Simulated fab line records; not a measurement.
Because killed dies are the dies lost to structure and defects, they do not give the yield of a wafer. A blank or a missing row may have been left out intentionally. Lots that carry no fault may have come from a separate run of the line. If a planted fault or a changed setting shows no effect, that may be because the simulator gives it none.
Chamber matching / flow gf180mcu / rieDiel-03 running GF_V5_ETCH_16: 4 sister chambers
The step etches BARC in N2/H2. 20 wafers are shown with their chamber, then 10 later ones without.

## WAFERS PAIRED WITH THEIR CHAMBERS
wafer=L074.2; chamber=2; drypumpMotorCurrentA (A)=5.8; n2FlowSccm (sccm)=100.3; oesProductAu (a.u.)=0.854
wafer=L074.4; chamber=1; drypumpMotorCurrentA (A)=6.5; n2FlowSccm (sccm)=99.4; oesProductAu (a.u.)=0.858
wafer=L074.6; chamber=3; drypumpMotorCurrentA (A)=5.4; n2FlowSccm (sccm)=99.9; oesProductAu (a.u.)=0.854
wafer=L075.2; chamber=3; drypumpMotorCurrentA (A)=5.4; n2FlowSccm (sccm)=100.2; oesProductAu (a.u.)=0.855
wafer=L075.3; chamber=1; drypumpMotorCurrentA (A)=6.5; n2FlowSccm (sccm)=99.6; oesProductAu (a.u.)=0.861
wafer=L075.6; chamber=0; drypumpMotorCurrentA (A)=5.7; n2FlowSccm (sccm)=100.1; oesProductAu (a.u.)=0.856
wafer=L077.1; chamber=0; drypumpMotorCurrentA (A)=5.7; n2FlowSccm (sccm)=100.3; oesProductAu (a.u.)=0.848
wafer=L077.4; chamber=2; drypumpMotorCurrentA (A)=5.8; n2FlowSccm (sccm)=99.9; oesProductAu (a.u.)=0.856
wafer=L077.6; chamber=3; drypumpMotorCurrentA (A)=5.4; n2FlowSccm (sccm)=100.7; oesProductAu (a.u.)=0.861
wafer=L081.2; chamber=0; drypumpMotorCurrentA (A)=5.7; n2FlowSccm (sccm)=99.7; oesProductAu (a.u.)=0.844
wafer=L081.5; chamber=3; drypumpMotorCurrentA (A)=5.4; n2FlowSccm (sccm)=100.5; oesProductAu (a.u.)=0.856
wafer=L081.6; chamber=2; drypumpMotorCurrentA (A)=5.8; n2FlowSccm (sccm)=100.1; oesProductAu (a.u.)=0.858
wafer=L084.1; chamber=0; drypumpMotorCurrentA (A)=5.6; n2FlowSccm (sccm)=99.5; oesProductAu (a.u.)=0.856
wafer=L084.3; chamber=2; drypumpMotorCurrentA (A)=5.8; n2FlowSccm (sccm)=99.9; oesProductAu (a.u.)=0.858
wafer=L084.5; chamber=2; drypumpMotorCurrentA (A)=5.8; n2FlowSccm (sccm)=99.4; oesProductAu (a.u.)=0.854
wafer=L086.3; chamber=2; drypumpMotorCurrentA (A)=5.8; n2FlowSccm (sccm)=100.1; oesProductAu (a.u.)=0.861
wafer=L086.4; chamber=1; drypumpMotorCurrentA (A)=6.5; n2FlowSccm (sccm)=99.6; oesProductAu (a.u.)=0.852
wafer=L086.5; chamber=3; drypumpMotorCurrentA (A)=5.4; n2FlowSccm (sccm)=100.2; oesProductAu (a.u.)=0.853
wafer=L090.2; chamber=0; drypumpMotorCurrentA (A)=5.7; n2FlowSccm (sccm)=100.1; oesProductAu (a.u.)=0.852
wafer=L090.3; chamber=1; drypumpMotorCurrentA (A)=6.5; n2FlowSccm (sccm)=100.2; oesProductAu (a.u.)=0.853

SIGNATURES (averages over the wafers above)
reading=drypumpMotorCurrentA; chamber 0=5.680; chamber 1=6.500; chamber 2=5.800; chamber 3=5.400; scatter within a chamber=0.0224
reading=n2FlowSccm; chamber 0=99.940; chamber 1=99.700; chamber 2=99.950; chamber 3=100.300; scatter within a chamber=0.321
reading=oesProductAu; chamber 0=0.85120; chamber 1=0.85600; chamber 2=0.85683; chamber 3=0.85580; scatter within a chamber=0.00386
Rule: distance of a wafer from a chamber = root of the sum over the readings of ((wafer's reading minus chamber's mean) / reading's scatter) squared. The wafer belongs to the nearest chamber; if the next one is less than 2 further off, it can't be placed. The scatter is the square root of a quotient: the sum, over the shown wafers, of each reading's squared deviation from its chamber's mean, divided by wafers minus chambers.

## WAFERS WITHOUT THEIR CHAMBER
wafer=L090.5; drypumpMotorCurrentA (A)=5.8; n2FlowSccm (sccm)=100.2; oesProductAu (a.u.)=0.856
wafer=L091.2; drypumpMotorCurrentA (A)=6.6; n2FlowSccm (sccm)=99.7; oesProductAu (a.u.)=0.849
wafer=L091.4; drypumpMotorCurrentA (A)=5.6; n2FlowSccm (sccm)=99.9; oesProductAu (a.u.)=0.848
wafer=L091.6; drypumpMotorCurrentA (A)=5.8; n2FlowSccm (sccm)=100.4; oesProductAu (a.u.)=0.859
wafer=L095.1; drypumpMotorCurrentA (A)=6.5; n2FlowSccm (sccm)=100.1; oesProductAu (a.u.)=0.851
wafer=L095.2; drypumpMotorCurrentA (A)=5.6; n2FlowSccm (sccm)=100.1; oesProductAu (a.u.)=0.852
wafer=L095.3; drypumpMotorCurrentA (A)=5.4; n2FlowSccm (sccm)=99.9; oesProductAu (a.u.)=0.865
wafer=L097.1; drypumpMotorCurrentA (A)=5.4; n2FlowSccm (sccm)=99.8; oesProductAu (a.u.)=0.860
wafer=L097.3; drypumpMotorCurrentA (A)=5.7; n2FlowSccm (sccm)=99.6; oesProductAu (a.u.)=0.846
wafer=L097.5; drypumpMotorCurrentA (A)=6.6; n2FlowSccm (sccm)=99.8; oesProductAu (a.u.)=0.855

## WHICH CHAMBER EACH WENT THROUGH
wafer=L090.5; from the rows above=2; in truth=2
wafer=L091.2; from the rows above=1; in truth=1
wafer=L091.4; from the rows above=0; in truth=0
wafer=L091.6; from the rows above=2; in truth=2
wafer=L095.1; from the rows above=1; in truth=1
wafer=L095.2; from the rows above=0; in truth=0
wafer=L095.3; from the rows above=3; in truth=3
wafer=L097.1; from the rows above=3; in truth=3
wafer=L097.3; from the rows above=0; in truth=0
wafer=L097.5; from the rows above=1; in truth=1
10 of 10 placed correctly. Not placeable from these rows: 0. Placed wrongly: 0.
